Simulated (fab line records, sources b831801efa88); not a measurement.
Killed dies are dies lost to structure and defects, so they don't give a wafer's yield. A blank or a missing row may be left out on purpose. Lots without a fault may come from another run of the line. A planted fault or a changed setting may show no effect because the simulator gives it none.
fab line records | flow sky130
record lots=6 wafers=18 last_day=49
route steps=708 shown LOCAL_INTERCONNECT@398 CONTACT@406 PAD_OPEN@708
lots that met no fault: from a run of the same line without faults
start_h: hours from the record's first day to the start of the lot's first wafer shown | wait_h: hours since the lot's step before | " the same as in the row above | L1.1+2: a row that stands for several wafers | - no value, or no start given | * or withheld: withheld | < > ~ a bound
route shown NAME@n: a module of which the file shows steps, and the number in the route of the first | usual: mean/standard deviation of fault-free wafers | same: alike in all rows | chamber/n: place in a boat | sites: the reading at each site | _std_site: their standard deviation | _edge_site: outer sites' mean less inner sites' | radius_mm: how far each site lies from the wafer's centre | mask NAME#n: copy n | behind: the tool/chamber that last shaped the wafer | hold: why the lot was held/for how many hours/how that ended | device: the transistor (n, p or np) that didn't switch | end of line: the same wafers' tests at the end of the route | a step without rows: its recipe alone | killed: dies lost to structure and defects at the first sort, not the wafer's yield | map: a wafer's dies, x killed, . not, _ none there
set.NAME: the setting as run; set.NAME@STEP: as run at that earlier step | model.NAME: the simulator's own value behind a step, which no gauge read
lots at some steps of the route; a table a step, a row a wafer
services: from which hour (start_h, from the record's first day; less than 0 if before it) a tool's chamber was out of use, for how many hours, and why
## steps
# step SKY_LOCAL_INTERCONNECT_CD_MEAS_11
# recipe target_cd_nm=170
# usual cd_nm=169.5/1.5
# columns lot.wafer tool chamber start_h wait_h cd_nm
L626.2 cd_sem-01 - 712.60 - 169.9
L626.3 " - " " 168.0
L626.5 " - " " 169.8
L632.1 cd_sem-02 - 756.82 - 170.5
L632.2 " - " " 169.2
L632.4 " - " " 168.7
L633.1 cd_sem-01 - 768.77 - 170.1
L633.3 " - " " 170.7
L633.4 " - " " 169.3
L639.1 cd_sem-02 - 804.83 - 170.2
L639.3 " - " " 169.6
L639.4 " - " " 170.7
L641.1 cd_sem-02 - 827.72 - 169.8
L641.2 " - " " 169.2
L641.3 " - " " 170.6
L644.3 cd_sem-01 - 838.81 - 168.9
L644.4 " - " " 169.6
L644.5 " - " " 168.6
# step SKY_LOCAL_INTERCONNECT_OVL_MEAS_12
# usual LOCAL_INTERCONNECT_OVL=-3/5.6
# columns lot.wafer tool chamber start_h wait_h LOCAL_INTERCONNECT_OVL[nm]
L626.2 overlay-02 - 712.70 0.1 -11
L626.3 " - " " -5
L626.5 " - " " 1
L632.1 overlay-01 - 756.94 0.1 -3
L632.2 " - " " -9
L632.4 " - " " -9
L633.1 overlay-01 - 768.89 0.1 -10
L633.3 " - " " -6
L633.4 " - " " -1
L639.1 overlay-02 - 804.95 0.1 -9
L639.3 " - " " -6
L639.4 " - " " -3
L641.1 overlay-01 - 827.84 0.1 0
L641.2 " - " " -7
L641.3 " - " " -6
L644.3 overlay-02 - 838.90 0.1 -9
L644.4 " - " " -6
L644.5 " - " " -3
# step SKY_LOCAL_INTERCONNECT_ETCH_13
# recipe chemistry=N2/H2 target=BARC ion_energy_ev=200 bias_w=100 pressure_mtorr=30 n2_flow_sccm=100 h2_flow_sccm=200 icp_w=500 stop_on=SiO2 time_s=45.9 target_depth_a=600
# usual drypump_motor_current_A=5.8/0.49 h2_flow_sccm=200.0/0.55 oes_product_au=0.854/0.0046 rf_fwd_power_W=494.7/1.9 throttle_valve_pct=13.225/0.0098
# same time_s=45.9
# columns lot.wafer tool chamber start_h wait_h drypump_motor_current_A h2_flow_sccm oes_product_au rf_fwd_power_W rf_hours_counter_h throttle_valve_pct
L626.2 rie_metal-02 0 712.75 0.0 5.9 200.7 0.854 493.0 - 13.214
L626.3 " 0 " " 5.9 200.6 0.859 491.4 - 13.230
L626.5 " 0 " " 5.9 201.4 0.853 490.4 - 13.236
L632.1 rie_metal-01 1 756.98 0.0 6.4 200.1 0.862 493.2 3 13.235
L632.2 " 0 " " 5.8 199.5 0.851 492.8 5 13.236
L632.4 " 0 " " 5.8 200.7 0.856 490.5 - 13.229
L633.1 rie_metal-01 0 768.93 0.0 5.8 199.9 0.859 495.2 5 13.225
L633.3 " 1 " " 6.4 199.7 0.851 498.9 - 13.239
L633.4 " 0 " " 5.8 199.8 0.855 493.1 - 13.226
L639.1 rie_metal-01 1 804.99 0.0 6.4 199.9 0.854 495.6 4 13.214
L639.3 " 0 " " 5.8 199.4 0.856 495.5 - 13.215
L639.4 " 1 " " 6.4 199.9 0.849 496.2 - 13.231
L641.1 rie_metal-03 0 827.88 0.0 5.2 200.0 0.856 494.2 17 13.225
L641.2 " 1 " " 6.0 199.7 0.856 496.1 14 13.248
L641.3 " 1 " " 5.9 199.9 0.860 495.0 - 13.215
L644.3 rie_metal-03 1 838.95 0.0 6.0 200.7 0.847 496.8 - 13.218
L644.4 " 0 " " 5.2 200.2 0.859 495.1 - 13.227
L644.5 " 0 " " 5.2 200.1 0.854 496.3 - 13.213
# step SKY_LOCAL_INTERCONNECT_METAL_ETCH_14
# recipe target_depth_nm=110 stop_on=PSG chemistry=Cl2/BCl3 target=TiN resist_sidewall_deg=88 pressure_mtorr=10 icp_w=900 bias_w=48.5 Cl2_flow_sccm=60 bcl3_flow_sccm=30 time_s=31.4
# usual drypump_motor_current_A=5.8/0.49 oes_product_au=0.940/0.0066 rf_fwd_power_W=889/3.3 throttle_valve_pct=21.902/0.011
# same time_s=31.4
# columns lot.wafer tool chamber start_h wait_h drypump_motor_current_A oes_product_au rf_fwd_power_W rf_hours_counter_h throttle_valve_pct
L626.2 rie_metal-02 0 712.88 0.1 5.9 0.938 888 - 21.885
L626.3 " 0 " " 5.9 0.950 885 - 21.887
L626.5 " 0 " " 5.9 0.936 881 - 21.917
L632.1 rie_metal-01 1 757.04 0.0 6.4 0.939 890 3 21.901
L632.2 " 0 " " 5.8 0.940 888 5 21.891
L632.4 " 0 " " 5.8 0.954 889 - 21.884
L633.1 rie_metal-01 0 768.99 0.0 5.8 0.928 888 5 21.889
L633.3 " 1 " " 6.4 0.935 893 - 21.918
L633.4 " 0 " " 5.8 0.936 890 - 21.911
L639.1 rie_metal-01 1 805.05 0.0 6.4 0.932 885 4 21.915
L639.3 " 0 " " 5.8 0.940 886 - 21.914
L639.4 " 1 " " 6.4 0.938 888 - 21.898
L641.1 rie_metal-03 0 827.94 0.0 5.2 0.934 890 17 21.907
L641.2 " 1 " " 5.9 0.946 889 14 21.896
L641.3 " 1 " " 5.9 0.938 894 - 21.908
L644.3 rie_metal-03 1 839.01 0.0 5.9 0.931 892 - 21.911
L644.4 " 0 " " 5.2 0.940 892 - 21.894
L644.5 " 0 " " 5.2 0.940 890 - 21.904
# step SKY_LOCAL_INTERCONNECT_STRIP_15
# recipe chemistry=O2/N2 power_w=1400 pressure_mtorr=1500 platen_temp_c=withheld o2_flow_sccm=3000 n2_flow_sccm=300 overash_fraction=0.5
# usual drypump_motor_current_A=5.8/0.31 oes_product_au=0.427/0.005 strip_time_to_endpoint_s=4.713/0.023
# columns lot.wafer tool chamber start_h wait_h drypump_motor_current_A oes_product_au rf_hours_counter_h strip_time_to_endpoint_s
L626.2 plasma_asher-03 1 712.96 0.1 6.2 0.430 88 4.713
L626.3 " 1 " " 6.2 0.430 - 4.740
L626.5 " 0 " " 6.0 0.419 - 4.733
L632.1 plasma_asher-03 1 757.09 0.0 6.2 0.428 93 4.717
L632.2 " 0 " " 6.0 0.431 93 4.759
L632.4 " 0 " " 6.0 0.429 - 4.725
L633.1 plasma_asher-01 0 769.04 0.0 5.4 0.427 35 4.735
L633.3 " 1 " " 6.0 0.427 - 4.712
L633.4 " 0 " " 5.4 0.432 - 4.713
L639.1 plasma_asher-03 0 805.10 0.0 6.0 0.427 98 4.699
L639.3 " 1 " " 6.2 0.432 - 4.721
L639.4 " 0 " " 6.0 0.430 - 4.699
L641.1 plasma_asher-02 1 827.99 0.0 5.4 0.422 8 4.735
L641.2 " 0 " " 5.8 0.433 8 4.761
L641.3 " 1 " " 5.3 0.431 - 4.756
L644.3 plasma_asher-01 1 839.08 0.1 6.0 0.416 - 4.745
L644.4 " 0 " " 5.4 0.420 - 4.693
L644.5 " 1 " " 6.0 0.436 - 4.697
# step SKY_LOCAL_INTERCONNECT_STRIP_16
# recipe chemistry=post_etch_residue_remover time_s=1200 temp_c=72.5
# step SKY_LOCAL_INTERCONNECT_CLEAN_17
# recipe chemistry=IPA time_s=180 temp_c=25
# step SKY_LOCAL_INTERCONNECT_CLEAN_18
# recipe chemistry=O3/DIW dry=n2_spin
# step SKY_CONTACT_CVD_00
# recipe material=Si3N4 target_thk_nm=75 temp_c=400 time_s=withheld rf_w=450
# usual heater_power_w=711/95 rf_fwd_power_W=445.4/1.6
# columns lot.wafer tool chamber start_h wait_h heater_power_w rf_fwd_power_W
L626.2 pecvd-02 0 713.55 0.0 682 444.4
L626.3 " 2 " " 618 446.1
L626.5 " 2 " " 631 444.0
L632.1 pecvd-02 1 757.68 0.0 632 446.1
L632.2 " 2 " " 616 446.6
L632.4 " 2 " " 642 446.8
L633.1 pecvd-03 2 769.63 0.0 633 445.9
L633.3 " 0 " " 853 445.1
L633.4 " 0 " " 863 444.9
L639.1 pecvd-01 0 805.69 0.0 727 446.8
L639.3 " 2 " " 550 446.2
L639.4 " 2 " " 560 445.0
L641.1 pecvd-03 2 828.62 0.0 657 446.0
L641.2 " 0 " " 882 447.2
L641.3 " 1 " " 747 440.9
L644.3 pecvd-02 0 839.67 0.0 722 446.5
L644.4 " 2 " " 753 446.7
L644.5 " 0 " " 730 448.9
# step SKY_CONTACT_THK_MEAS_01
# recipe reads=Si3N4_of_CONTACT_CVD_00
# usual CONTACT_CVD_00_THK=75.0/1
# columns lot.wafer tool chamber start_h wait_h CONTACT_CVD_00_THK[nm]
L626.2 film_metro-02 - 713.60 - 73.6
L626.3 " - " " 73.4
L626.5 " - " " 74.6
L632.1 film_metro-04 - 757.72 - 74.0
L632.2 " - " " 74.1
L632.4 " - " " 75.2
L633.1 film_metro-01 - 769.67 - 74.5
L633.3 " - " " 75.5
L633.4 " - " " 76.7
L639.1 film_metro-02 - 805.73 - 74.1
L639.3 " - " " 73.8
L639.4 " - " " 74.7
L641.1 film_metro-02 - 828.65 - 75.1
L641.2 " - " " 75.3
L641.3 " - " " 73.6
L644.3 film_metro-02 - 839.72 - 76.5
L644.4 " - " " 75.5
L644.5 " - " " 76.6
# step SKY_CONTACT_HDPCVD_02
# recipe material=SiO2 target_thk_nm=565 sigma_open_frac=0.3 time_s=94.2 temp_c=600 sih4_flow_sccm=60 pressure_mtorr=6
# step SKY_CONTACT_THK_MEAS_03
# recipe reads=SiO2_of_CONTACT_HDPCVD_02
# usual CONTACT_HDPCVD_THK=568/9.1
# columns lot.wafer tool chamber start_h wait_h CONTACT_HDPCVD_THK[nm]
L626.2 film_metro-04 - 713.73 0.0 559
L626.3 " - " " 573
L626.5 " - " " 577
L632.1 film_metro-02 - 757.85 0.0 551
L632.2 " - " " 562
L632.4 " - " " 557
L633.1 film_metro-02 - 769.80 0.0 569
L633.3 " - " " 572
L633.4 " - " " 562
L639.1 film_metro-04 - 805.86 0.0 558
L639.3 " - " " 565
L639.4 " - " " 559
L641.1 film_metro-01 - 828.78 0.0 577
L641.2 " - " " 578
L641.3 " - " " 576
L644.3 film_metro-04 - 839.85 0.1 564
L644.4 " - " " 564
L644.5 " - " " 566
# step SKY_CONTACT_CMP_04
# recipe material=SiO2 down_force_psi=4 platen_rpm=60 pad_velocity_m_s=0.94248
# usual motor_current_A=11.2/0.77 platen_rpm=60.00/0.043 time_to_endpoint_s=81/4.3
# columns lot.wafer tool chamber start_h wait_h motor_current_A platen_rpm time_to_endpoint_s
L626.2 cmp-01 0 713.83 0.1 11.4 59.95 74
L626.3 " 1 " " 12.4 59.98 82
L626.5 " 0 " " 11.3 59.97 83
L632.4 cmp-02 0 757.91 0.0 10.3 59.94 81
L632.1 " 2 " " 10.4 60.02 78
L632.2 " 3 " " 9.9 59.98 83
L633.3 cmp-01 1 769.91 0.1 11.9 59.95 84
L633.1 " 2 " " 11.5 59.98 84
L633.4 " 3 " " 12.3 60.07 81
L639.4 cmp-02 0 805.97 0.1 10.6 60.07 80
L639.1 " 1 " " 11.8 59.98 69
L639.3 " 2 " " 11.0 60.03 41
L641.2 cmp-02 2 828.84 0.0 10.5 60.06 85
L641.3 " 3 " " 10.0 59.91 46
L641.1 " 0 " " 10.6 60.00 86
L644.3 cmp-01 0 839.99 0.1 10.7 59.98 75
L644.4 " 1 " " 12.7 59.99 77
L644.5 " 2 " " 11.5 59.94 77
# step SKY_CONTACT_BOW_MEAS_05
# recipe mode=bow
# usual CONTACT_BOW=82/6.9
# columns lot.wafer tool chamber start_h wait_h CONTACT_BOW[um]
L626.2 film_metro-02 - 714.10 0.2 77
L626.3 " - " " 71
L626.5 " - " " 77
L632.1 film_metro-02 - 758.21 0.1 83
L632.2 " - " " 72
L632.4 " - " " 78
L633.1 film_metro-04 - 770.16 0.1 80
L633.3 " - " " 74
L633.4 " - " " 75
L639.1 film_metro-04 - 806.22 0.1 94
L639.3 " - " " 81
L639.4 " - " " 84
L641.1 film_metro-02 - 829.14 0.1 75
L641.2 " - " " 79
L641.3 " - " " 73
L644.3 film_metro-02 - 840.23 0.2 93
L644.4 " - " " 98
L644.5 " - " " 83
# step SKY_PAD_OPEN_PROBE_99
# usual killed_at_M0_to_M3=44/7 killed_at_M4_up=3.1/1.8 killed_at_contacts=25/5.1 killed_at_front_end=15/4.3 killed_at_other=0.3/0.61 killed_dies=87/9.8 killed_open=48/7 killed_short=38/6.3
# same gross_dies=492 killed_at_back_side=0
# columns lot.wafer tool chamber start_h wait_h killed_at_M0_to_M3 killed_at_M4_up killed_at_contacts killed_at_front_end killed_at_other killed_dies killed_open killed_short
L626.2 prober-02 - 1080.55 0.1 39 2 22 11 0 74 41 33
L626.3 prober-02 - 1080.60 0.2 46 0 25 18 1 90 61 28
L626.5 prober-02 - 1080.70 0.2 51 5 19 17 1 93 50 42
L632.1 prober-02 - 1114.07 0.1 47 3 22 15 1 88 44 43
L632.2 prober-02 - 1114.12 0.1 50 3 25 18 0 96 45 50
L632.4 prober-02 - 1114.22 0.2 27 4 27 17 0 75 47 28
L633.1 prober-01 - 1122.29 0.1 43 5 21 12 0 81 41 40
L633.3 prober-01 - 1122.39 0.2 39 1 30 15 0 85 44 40
L633.4 prober-01 - 1122.44 0.2 49 3 20 22 0 94 44 50
L641.1 prober-01 - 1163.04 0.1 41 2 28 17 0 88 54 34
L641.2 prober-01 - 1163.09 0.1 45 5 23 14 1 88 60 28
L641.3 prober-01 - 1163.14 0.2 46 3 27 13 0 89 46 43
L644.3 prober-02 - 1172.29 0.2 50 6 21 12 0 89 48 41
L644.4 prober-02 - 1172.34 0.2 40 0 29 18 0 87 47 40
L644.5 prober-02 - 1172.39 0.2 36 1 26 16 0 79 53 26
# killed by level:class
L626.2 VIA3:geometric_particle:open=10 METAL2:geometric_particle:short=8 CONTACT:geometric_particle:open=7 LI_CONTACT:geometric_particle:open=6 FIELD_ISO:geometric_particle:short=4 LI_CONTACT:geometric_particle:short=4 VIA1:geometric_particle:open=4 VIA2:geometric_particle:open=4
L626.3 CONTACT:geometric_particle:open=14 VIA2:geometric_particle:open=11 FIELD_ISO:geometric_particle:open=9 VIA1:geometric_particle:open=8 VIA3:geometric_particle:open=8 LOCAL_INTERCONNECT:geometric_particle:short=5 VIA3:geometric_particle:short=5 METAL1:geometric_particle:short=4
L626.5 VIA1:geometric_particle:open=9 VIA2:geometric_particle:open=8 LI_CONTACT:geometric_particle:open=7 VIA3:geometric_particle:open=7 METAL2:geometric_particle:short=6 VIA1:geometric_particle:short=6 FIELD_ISO:geometric_particle:open=5 FIELD_ISO:geometric_particle:short=5
L632.1 METAL1:geometric_particle:short=9 VIA2:geometric_particle:open=8 VIA1:geometric_particle:open=8 LI_CONTACT:geometric_particle:open=8 CONTACT:geometric_particle:open=8 METAL2:geometric_particle:short=5 POLY_GATE:geometric_particle:short=4 VIA1:geometric_particle:short=4
L632.2 LOCAL_INTERCONNECT:geometric_particle:short=10 VIA2:geometric_particle:open=9 VIA1:geometric_particle:open=8 CONTACT:geometric_particle:open=7 VIA1:geometric_particle:short=7 VIA3:geometric_particle:open=6 METAL1:geometric_particle:short=5 POLY_GATE:geometric_particle:open=5
L632.4 CONTACT:geometric_particle:open=12 LI_CONTACT:geometric_particle:open=9 VIA1:geometric_particle:short=7 VIA1:geometric_particle:open=7 FIELD_ISO:geometric_particle:open=6 FIELD_ISO:geometric_particle:short=5 LOCAL_INTERCONNECT:geometric_particle:short=4 VIA3:geometric_particle:open=3
L633.1 CONTACT:geometric_particle:open=9 VIA1:geometric_particle:short=7 VIA2:geometric_particle:open=7 LI_CONTACT:geometric_particle:open=6 METAL1:geometric_particle:short=5 METAL3:geometric_particle:short=5 VIA3:geometric_particle:open=5 VIA1:geometric_particle:open=4
L633.3 CONTACT:geometric_particle:open=10 LI_CONTACT:geometric_particle:open=8 VIA1:geometric_particle:open=8 FIELD_ISO:geometric_particle:short=7 LOCAL_INTERCONNECT:geometric_particle:short=7 VIA2:geometric_particle:open=7 VIA3:geometric_particle:open=6 METAL1:geometric_particle:short=5
L633.4 VIA3:geometric_particle:open=11 METAL2:geometric_particle:short=9 VIA2:geometric_particle:open=7 POLY_GATE:geometric_particle:short=6 POLY_GATE:geometric_particle:open=6 CONTACT:geometric_particle:open=6 LOCAL_INTERCONNECT:geometric_particle:short=5 CONTACT:geometric_particle:short=5
L641.1 CONTACT:geometric_particle:open=15 VIA1:geometric_particle:open=10 FIELD_ISO:geometric_particle:open=7 METAL2:geometric_particle:short=7 LI_CONTACT:geometric_particle:open=6 LOCAL_INTERCONNECT:geometric_particle:short=5 VIA2:geometric_particle:open=5 METAL3:geometric_particle:short=5
L641.2 VIA1:geometric_particle:open=12 CONTACT:geometric_particle:open=11 VIA3:geometric_particle:open=9 VIA2:geometric_particle:open=7 FIELD_ISO:geometric_particle:open=6 METAL2:geometric_particle:short=5 POLY_GATE:geometric_particle:open=4 LI_CONTACT:geometric_particle:open=4
L641.3 VIA1:geometric_particle:open=11 VIA3:geometric_particle:open=7 CONTACT:geometric_particle:open=7 CONTACT:geometric_particle:short=6 LOCAL_INTERCONNECT:geometric_particle:short=5 METAL1:geometric_particle:short=5 VIA2:geometric_particle:open=5 FIELD_ISO:geometric_particle:open=4
L644.3 VIA1:geometric_particle:open=9 CONTACT:geometric_particle:short=8 LI_CONTACT:geometric_particle:open=8 METAL1:geometric_particle:short=7 VIA3:geometric_particle:open=6 VIA2:geometric_particle:open=6 POLY_GATE:geometric_particle:short=5 METAL1:geometric_particle:open=5
L644.4 LI_CONTACT:geometric_particle:open=9 VIA1:geometric_particle:open=9 VIA3:geometric_particle:open=8 CONTACT:geometric_particle:open=7 CONTACT:geometric_particle:short=7 METAL1:geometric_particle:short=7 FIELD_ISO:geometric_particle:short=6 POLY_GATE:geometric_particle:open=4
L644.5 CONTACT:geometric_particle:open=11 VIA1:geometric_particle:open=8 VIA2:geometric_particle:open=7 LI_CONTACT:geometric_particle:open=6 POLY_GATE:geometric_particle:open=6 VIA3:geometric_particle:open=5 POLY_GATE:geometric_particle:short=4 FIELD_ISO:geometric_particle:open=3
## services
# columns tool chamber start_h hours kind
cmp-02 - 693.93 4.3 repair
pecvd-02 0 695.69 12.0 repair
pecvd-01 2 698.45 7.1 repair
rie_metal-02 1 705.86 - clean
rie_metal-02 - 717.02 14.6 pm
plasma_asher-02 - 733.75 9.0 pm
cmp-02 - 742.26 0.5 repair
cmp-02 - 744.00 4.0 pm
cmp-02 - 748.00 - consumable_replace:conditioner
cmp-02 - 748.00 - consumable_replace:pad
rie_metal-02 - 749.18 0.3 repair
pecvd-03 1 751.11 14.2 repair
pecvd-01 - 772.87 4.4 repair
cmp-01 - 786.76 5.6 pm
pecvd-02 0 795.27 2.1 scheduled_down
pecvd-01 - 802.31 1.8 repair
pecvd-03 - 805.65 6.0 pm
cmp-02 - 808.72 0.5 repair
rie_metal-03 - 811.11 0.1 repair
pecvd-02 1 818.12 - clean
pecvd-02 1 818.12 - consumable_replace:showerhead
pecvd-02 1 818.12 29.0 scheduled_down
pecvd-02 1 818.12 29.0 vent_cycle
rie_metal-02 - 822.71 0.6 repair
## key
first_sign step=SKY_CONTACT_CMP_04 reading=time_to_endpoint_s direction=down sigmas=8.6 usual=* struck=*
effect none on later readings
met_at SKY_CONTACT_CMP_04
struck_wafers L639.3,L641.3
tester_left_out L639,L641
onset_between 757.91 805.97
fault kind=process_parameter_drift tool=cmp-02 chamber=- onset_h=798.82 steps=SKY_CONTACT_CMP_04 channel=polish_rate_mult offset=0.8 shape=step end_h=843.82 scope=struck_wafers_only
# tester_left_out: of these lots the tester's yield and bins aren't shown, on N5 and GAA mostly nor the transistor test; their killed dies are dies lost to structure and defects alone, not to doping, threshold or leakage, so they don't give the yield
